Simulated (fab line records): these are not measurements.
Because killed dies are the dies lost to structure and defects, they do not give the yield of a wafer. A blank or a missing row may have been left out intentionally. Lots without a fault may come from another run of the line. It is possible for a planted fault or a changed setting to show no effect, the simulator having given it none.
Which tool was responsible? -- flow sky130 -- 12 lots, 36 wafers sampled, at 3 steps of a route of 708

== WHAT EACH GAUGE READ, for each wafer ==
SKY_SONOS_ONO_THK_MEAS_01.
lot,measured,on,SONOS_ONO_OXIDATION_THK (nm)
L832,day 12 07:08,filmMetro-03,2.62 2.64 2.64
L833,day 12 11:45,filmMetro-02,2.51 2.57 2.56
L834,day 12 19:53,filmMetro-03,2.64 2.63 2.60
L838,day 14 03:48,filmMetro-01,2.68 2.66 2.67
L839,day 14 15:20,filmMetro-02,2.77 2.67 2.62
L840,day 14 22:24,filmMetro-01,2.66 2.63 2.66
L841,day 15 06:44,filmMetro-03,2.63 2.68 2.64
L845,day 16 11:21,filmMetro-01,2.63 2.59 2.64
L846,day 16 14:13,filmMetro-03,2.80 2.77 2.76
L848,day 17 06:39,filmMetro-02,2.77 2.87 2.84
L850,day 17 23:11,filmMetro-02,2.75 2.84 2.80
L853,day 19 04:25,filmMetro-03,2.60 2.62 2.66

SKY_CONTACT_THK_MEAS_26: measures by xrf.
lot,measured,on,CONTACT_W_THK (nm)
L832,day 32 09:51,filmMetro-02,336 334 335
L833,day 32 15:15,filmMetro-01,339 336 337
L834,day 33 04:48,filmMetro-02,348 343 331
L838,day 34 11:49,filmMetro-03,333 337 336
L839,day 34 20:40,filmMetro-03,336 336 335
L840,day 35 04:34,filmMetro-01,350 346 337
L841,day 35 12:28,filmMetro-02,336 331 334
L845,day 36 12:43,filmMetro-01,332 333 338
L846,day 36 15:35,filmMetro-01,336 342 340
L848,day 37 03:29,filmMetro-02,337 342 336
L850,day 38 01:02,filmMetro-01,335 336 342
L853,day 38 17:10,filmMetro-01,333 333 334

== WHICH TOOL RAN EACH LOT (tool, then ch and the chambers of the sampled wafers, then the start) ==
lot,SKY_SONOS_ONO_OXIDATION_00
L832,"furnace-02 ch 0, day 12 05:47"
L833,"furnace-01 ch 0, day 12 10:23"
L834,"furnace-02 ch 0, day 12 18:32"
L838,"furnace-02 ch 0, day 14 02:27"
L839,"furnace-01 ch 0, day 14 13:59"
L840,"furnace-01 ch 0, day 14 21:02"
L841,"furnace-01 ch 0, day 15 05:23"
L845,"furnace-02 ch 0, day 16 10:01"
L846,"furnace-02 ch 0, day 16 12:51"
L848,"furnace-01 ch 0, day 17 05:17"
L850,"furnace-01 ch 0, day 17 21:50"
L853,"furnace-02 ch 0, day 19 03:04"
- SKY_SONOS_ONO_OXIDATION_00: stabilise 600 s, purge 300 s, target thk 2.6 nm.

== WHAT THE TOOLS THEMSELVES READ (means of the sampled wafers that have a number; where no wafer has one, the mark that the record gives instead) ==
SKY_SONOS_ONO_OXIDATION_00.
lot,tool,tubeCenterTempC (C)
L832,furnace-02,799.97
L833,furnace-01,799.97
L834,furnace-02,799.92
L838,furnace-02,799.95
L839,furnace-01,800.02
L840,furnace-01,800.10
L841,furnace-01,800.03
L845,furnace-02,799.91
L846,furnace-02,800.02
L848,furnace-01,799.99
L850,furnace-01,799.98
L853,furnace-02,799.97

== THE ANSWER, worked out from the rows above alone ==
Rule: usual is defined by the lots themselves. Put in order of their means at a reading, lots are off if they are a third of the lots or fewer, leave a main group of 4 or more, and stand apart from it by a gap of 3 or more times the standard deviation of the main group's means; of several such gaps the widest counts. Not used: any main group whose means are identical at the precision the tables above print for the reading. Also off: a lot with no number at a reading for which 4 or more lots have one. All remaining lots with rows at the step are treated as sound. First the gauges in route order, then the tools' own readings, where a lot's mean is used as printed above. The first step at which some lot is off is used, and at that step the reading that is off furthest; a lot without a number counts as furthest.
No lot is off at any reading shown: from this, nothing can be told.

== WHAT HAD BEEN PUT IN BY THE SIMULATOR ==
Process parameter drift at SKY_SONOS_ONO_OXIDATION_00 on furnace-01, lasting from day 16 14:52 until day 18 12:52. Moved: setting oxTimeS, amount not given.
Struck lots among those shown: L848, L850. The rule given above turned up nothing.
